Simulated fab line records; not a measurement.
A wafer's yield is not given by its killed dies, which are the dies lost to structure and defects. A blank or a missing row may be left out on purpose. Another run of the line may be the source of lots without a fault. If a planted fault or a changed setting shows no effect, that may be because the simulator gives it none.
The same fault as seen by 2 desks	flow sky130	numbers are kept per desk, each desk with only its own; the story behind them comes last

## FROM THE METROLOGY DESK
What the gauges read, lot by lot, whatever tool the lot ran on: means of the sampled wafers that have a number. The brackets show how far a lot's mean lies from the usual mean; more than 4 standard deviations puts the lot out of limits, marked OUT.
Columns: A = METAL2_OVL at SKY_METAL2_OVL_MEAS_16, usual -2 nm; B = CAPM_TIN_RS at SKY_CAPM_RS_MEAS_03, usual 6.96 ohm/sq; C = CAPM_TIN_THK at SKY_CAPM_THK_MEAS_04, usual 193.1 nm
lot	first seen here	A	B	C
L374	day 35 15:53	3	6.94	194.3
L375	day 35 19:38	9	6.86	196.7
L377	day 36 00:53	-9	6.90	192.4
L382	day 37 14:42	8	7.02	191.0
L386	day 39 05:01	1	6.87	196.7
L387	day 39 10:59	-15	6.22 (-9.5) OUT	223.2 (+12) OUT
L388	day 39 14:00	-2	6.35 (-7.8) OUT	216.7 (+9.5) OUT
L390	day 40 04:37	-2	6.95	192.5
L391	day 40 07:59	-3	6.95	194.5
L396	day 41 15:12	1	6.95	191.5
Per this desk, out of limits: L387, L388; the first was L387, day 40 14:34 (CAPM_TIN_RS at SKY_CAPM_RS_MEAS_03). In limits: L374, L375, L377, L382, L386, L390, L391, L396.

## DESK OF THE TOOL OWNER: pvd-sputter-04
At SKY_CAPM_SPUTTER_02 (material TiN, target thk 200 nm, time 166.7 s) the tool's own readings: per lot run on this tool, the mean of the sampled wafers that have a number. The brackets show how far a lot's mean lies from the usual mean; more than 4 standard deviations puts the lot out of limits, marked OUT.
Columns: A = cathode-dc-power-W at SKY_CAPM_SPUTTER_02, usual 6499.9 W; B = throttle-valve-pct at SKY_CAPM_SPUTTER_02, usual 30.3 %
lot	first seen here	A	B
L374	day 36 21:38	6499.9	30.9
L377	day 37 06:08	6499.7	31.6
L382	day 38 19:30	6499.9	31.0
L386	day 40 08:56	6500.6	30.6
L387	day 40 14:28	7391.6 (+99 or more) OUT	31.4
L388	day 40 17:05	7389.4 (+99 or more) OUT	30.9
This desk's verdict: out of limits on L387, L388, starting with L387 at day 40 14:28 (cathode-dc-power-W at SKY_CAPM_SPUTTER_02). In limits: L374, L377, L382, L386.

## ALL TOGETHER
An alarm could have come from the tool owner's desk at day 40 14:28, on L387, L388.
The metrology desk could have raised an alarm at day 40 14:34, on L387, L388.
The lots listed all ran SKY_CAPM_SPUTTER_02 on pvd-sputter-04.

## WHAT THE SIMULATOR HAD INSERTED
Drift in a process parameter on pvd-sputter-04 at SKY_CAPM_SPUTTER_02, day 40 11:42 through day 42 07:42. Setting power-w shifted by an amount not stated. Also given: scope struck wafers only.
Shown lots that were struck: L387, L388.
Counting hours from when the fault started, the first reading out of limits came at 3 for the tool owner's desk and at 3 for the metrology desk.
